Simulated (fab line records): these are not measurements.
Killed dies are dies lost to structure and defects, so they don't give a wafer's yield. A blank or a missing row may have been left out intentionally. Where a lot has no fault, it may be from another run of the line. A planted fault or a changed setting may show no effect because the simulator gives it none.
Which of the tools did it? | flow gf180mcu | 13 lots, 39 wafers sampled, at 4 steps of a route of 602

WHAT THE GAUGES SHOWED, per wafer
GF_HV_LDD_TW_MEAS_23.
lot  | measured     | on            | HV_LDD_2_TW
L585 | day 10 18:15 | film metro-01 | 1064 1062 1066
L586 | day 11 03:47 | film metro-01 | 1057 1054 1057
L587 | day 11 14:59 | film metro-04 | 1035 1038 1037
L588 | day 12 00:26 | film metro-02 | 1066 1065 1066
L589 | day 12 05:21 | film metro-02 | 1061 1067 1061
L596 | day 14 11:05 | film metro-01 | 1084 1085 1079
L598 | day 15 00:13 | film metro-02 | 1083 1084 1085
L599 | day 15 09:19 | film metro-04 | 1039 1044 1042
L600 | day 15 22:55 | film metro-04 | 1043 1040 1043
L603 | day 16 18:51 | film metro-02 | 1064 1061 1067
L604 | day 17 07:40 | film metro-04 | 1039 1044 1039
L607 | day 17 20:25 | film metro-02 | 1052 1055 1056
L608 | day 18 11:32 | film metro-02 | 1061 1058 1063

GF_HV_LDD_TW_MEAS_50.
lot  | measured     | on            | HV_LDD_4_TW
L585 | day 12 08:19 | film metro-02 | 575 576 576
L586 | day 12 18:41 | film metro-04 | 564 561 562
L587 | day 13 07:09 | film metro-04 | 564 566 561
L588 | day 13 15:58 | film metro-02 | 573 570 574
L589 | day 13 22:19 | film metro-02 | 572 573 574
L596 | day 16 08:14 | film metro-04 | 561 563 564
L598 | day 16 21:25 | film metro-04 | 564 564 564
L599 | day 17 06:46 | film metro-02 | 570 565 569
L600 | day 17 21:23 | film metro-04 | 565 565 565
L603 | day 18 18:10 | film metro-04 | 564 564 563
L604 | day 19 07:04 | film metro-04 | 559 558 559
L607 | day 19 20:31 | film metro-02 | 571 572 576
L608 | day 20 12:14 | film metro-04 | 564 565 563

GF_CONTACT_CD_MEAS_14: target cd 220 nm.
lot  | measured     | on        | cd nm (nm)
L585 | day 16 02:22 | cd sem-01 | 217.2 218.1 219.0
L586 | day 16 12:04 | cd sem-01 | 218.2 219.0 218.1
L587 | day 17 04:32 | cd sem-01 | 217.6 219.4 218.9
L588 | day 17 15:32 | cd sem-02 | 217.6 218.2 216.9
L589 | day 17 23:25 | cd sem-01 | 218.6 218.8 219.5
L596 | day 20 12:12 | cd sem-02 | 222.0 221.5 220.9
L598 | day 21 00:35 | cd sem-02 | 219.5 220.6 218.4
L599 | day 21 11:06 | cd sem-02 | 219.0 219.6 219.6
L600 | day 22 01:29 | cd sem-02 | 217.6 219.8 219.4
L603 | day 22 23:01 | cd sem-02 | 219.4 218.8 219.9
L604 | day 23 13:07 | cd sem-01 | 219.7 219.6 219.1
L607 | day 24 00:07 | cd sem-01 | 221.7 221.0 221.3
L608 | day 24 19:11 | cd sem-01 | 220.2 220.4 220.9

WHAT TOOL EACH LOT RAN ON (gives the tool, then ch and the chambers of the sampled wafers, and finally the start)
lot  | GF_HV_LDD_IMPLANT_21
L585 | implanter-01 ch 0, day 10 18:00
L586 | implanter-03 ch 0, day 11 03:32
L587 | implanter-02 ch 0, day 11 14:45
L588 | implanter-02 ch 0, day 12 00:11
L589 | implanter-02 ch 0, day 12 05:06
L596 | implanter-01 ch 0, day 14 10:52
L598 | implanter-01 ch 0, day 14 23:58
L599 | implanter-03 ch 0, day 15 09:06
L600 | implanter-02 ch 0, day 15 22:41
L603 | implanter-03 ch 0, day 16 18:36
L604 | implanter-02 ch 0, day 17 07:25
L607 | implanter-03 ch 0, day 17 20:10
L608 | implanter-03 ch 0, day 18 11:19
- GF_HV_LDD_IMPLANT_21

AS READ BY THE TOOLS THEMSELVES (means over the sampled wafers that have a number; for cases with no such wafer, the mark the record gives instead)
GF_HV_LDD_IMPLANT_21.
lot  | tool         | beam on s (s) | dose ions cm2 | faraday current uA
L585 | implanter-01 | 10.21         | 5.005e+13     | 276
L586 | implanter-03 | 10.03         | 4.997e+13     | 281
L587 | implanter-02 | 9.97          | 5.001e+13     | 282
L588 | implanter-02 | 10.02         | 4.997e+13     | 281
L589 | implanter-02 | 9.93          | 4.994e+13     | 284
L596 | implanter-01 | 10.13         | 5.368e+13     | 300
L598 | implanter-01 | 9.86          | 5.373e+13     | 307
L599 | implanter-03 | 10.15         | 5.000e+13     | 277
L600 | implanter-02 | 10.06         | 5.000e+13     | 281
L603 | implanter-03 | 9.91          | 4.994e+13     | 284
L604 | implanter-02 | 10.19         | 4.998e+13     | 276
L607 | implanter-03 | 10.09         | 4.997e+13     | 278
L608 | implanter-03 | 10.13         | 4.995e+13     | 279

THE ANSWER, worked out from the rows above alone
Rule: the usual values come from the lots themselves. The widest of any qualifying gaps counts: lots, ordered by their means at a reading, are off when they make up no more than a third of the lots, leave a main group of 4 or more, and stand apart from it by 3 or more times the standard deviation of that group's means. A main group whose means are all the same, to the digits that the tables above print for the reading, isn't used. A lot without any number at a reading at which 4 lots or more have one is off too. Where the step has rows for the other lots, those lots are counted as sound. Order of review: gauges by route order, followed by the tools' own readings, for which a lot's mean as printed above is used. The first step at which some lot is off is used, and at that step the reading that is off furthest; a lot without a number counts as furthest.
Off: L596, L598, at GF_HV_LDD_IMPLANT_21 (dose ions cm2). The main group has a mean of 4.998e+13 with a standard deviation of 3.2e+10.
A tool fits if, at that step or a process step before it, it ran every lot that is off, and no sound lot after the first of them. One fits: implanter-01 at GF_HV_LDD_IMPLANT_21. Its last sound lot is L585 (day 10 18:00), its first lot that is off L596 (day 14 10:52): a fault that began between those two fits.
The tool's own readings at GF_HV_LDD_IMPLANT_21 bear it out: on the lots that are off they differ by more than 5 times the standard deviation of the sound lots' means. dose ions cm2 reads 5.370e+13 there against 4.998e+13 on the sound lots; faraday current uA reads 304 there against 280 on the sound lots.

WHAT WAS PUT IN BY THE SIMULATOR
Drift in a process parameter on implanter-01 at GF_HV_LDD_IMPLANT_21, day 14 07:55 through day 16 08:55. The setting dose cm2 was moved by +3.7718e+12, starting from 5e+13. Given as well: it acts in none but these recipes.
Lots struck among those shown: L596, L598. Same finding as the rule above.
